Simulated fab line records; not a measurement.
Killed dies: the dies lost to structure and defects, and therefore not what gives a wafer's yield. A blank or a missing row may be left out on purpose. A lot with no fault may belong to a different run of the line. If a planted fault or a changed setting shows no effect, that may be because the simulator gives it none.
Chamber matching / flow gf180mcu / pecvd-01 running GF_V3_CVD_02: 3 sister chambers
The step deposits SiO2 from TEOS, target thk 850 nm, time 94.851 s. 3 wafers are shown with their chamber, then 8 later ones without.

## WAFERS WITH THEIR CHAMBER
wafer=L085.4; chamber=1; heaterPowerW (W)=724
wafer=L085.6; chamber=2; heaterPowerW (W)=683
wafer=L088.2; chamber=0; heaterPowerW (W)=411

## WAFERS WITHOUT THEIR CHAMBER
wafer=L088.3; heaterPowerW (W)=760
wafer=L088.6; heaterPowerW (W)=466
wafer=L090.1; heaterPowerW (W)=505
wafer=L090.4; heaterPowerW (W)=694
wafer=L090.5; heaterPowerW (W)=405
wafer=L093.3; heaterPowerW (W)=744
wafer=L093.5; heaterPowerW (W)=404
wafer=L093.6; heaterPowerW (W)=617

## WHICH CHAMBER EACH ONE RAN IN
wafer=L088.3; from the rows above=can't be placed: 1 or 2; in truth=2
wafer=L088.6; from the rows above=0; in truth=0
wafer=L090.1; from the rows above=can't be placed: 0 or 2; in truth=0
wafer=L090.4; from the rows above=can't be placed: 2 or 1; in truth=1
wafer=L090.5; from the rows above=0; in truth=0
wafer=L093.3; from the rows above=can't be placed: 1 or 2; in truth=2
wafer=L093.5; from the rows above=0; in truth=0
wafer=L093.6; from the rows above=can't be placed: 2 or 1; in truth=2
3 of 8 placed correctly. From these rows, 5 cannot be placed; in 5 the true chamber is one of the candidates. Wrongly placed: 0.
How it was worked out, from the rows above alone: a wafer's distance from a chamber is the root of the sum, over the readings, of the square of ((its reading less the chamber's mean) divided by the reading's scatter). The wafer belongs to the nearest chamber; if the next one is less than 2 further off, it can't be placed. For every chamber, the mean is computed from those of its wafers that are shown. The scatter (one wafer shown for each chamber): square how far every hidden wafer sits from the nearest shown wafer, average those squares and take the square root.
